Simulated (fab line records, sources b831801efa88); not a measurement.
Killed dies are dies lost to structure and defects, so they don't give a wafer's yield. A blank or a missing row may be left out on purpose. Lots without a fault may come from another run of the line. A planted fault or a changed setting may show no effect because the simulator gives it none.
Chamber matching | flow sky130 | SKY_VIA3_HDPCVD_00 on hdpcvd-01: 3 sister chambers
The step deposits SiO2, target thk 1635 nm, time 272.5 s. 6 wafers are shown with their chamber, then 7 later ones without.

WAFERS WITH THEIR CHAMBER
wafer  | chamber | run_length_s (s)
L670.3 | 2       | 300.5
L672.3 | 0       | 299.8
L673.1 | 0       | 299.7
L673.6 | 2       | 300.5
L675.2 | 1       | 300.4
L675.4 | 1       | 300.6

WAFERS WITHOUT THEIR CHAMBER
wafer  | run_length_s (s)
L675.5 | 300.6
L676.2 | 300.4
L676.4 | 299.5
L676.5 | 300.2
L680.2 | 299.9
L680.3 | 299.4
L680.4 | 300.6

WHICH CHAMBER EACH WENT THROUGH
wafer  | from the rows above          | in truth
L675.5 | can't be placed: 1 or 2      | 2
L676.2 | can't be placed: 1 or 2      | 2
L676.4 | 0                            | 0
L676.5 | can't be placed: 1 or 2 or 0 | 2
L680.2 | 0                            | 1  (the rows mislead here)
L680.3 | 0                            | 0
L680.4 | can't be placed: 1 or 2      | 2
Placed correctly: 2 of 7. Can't be placed from these rows: 4 (the true chamber is among the candidates in 4). Placed wrongly: 1.
How it was worked out, from the rows above alone: a wafer's distance from a chamber is the root of the sum, over the readings, of the square of ((its reading less the chamber's mean) divided by the reading's scatter). The wafer belongs to the nearest chamber; if the next one is less than 2 further off, it can't be placed. A chamber's mean is the mean of its shown wafers. The scatter: the root of (the sum of the squares of (reading less its chamber's mean) over the shown wafers, divided by (wafers less chambers)).
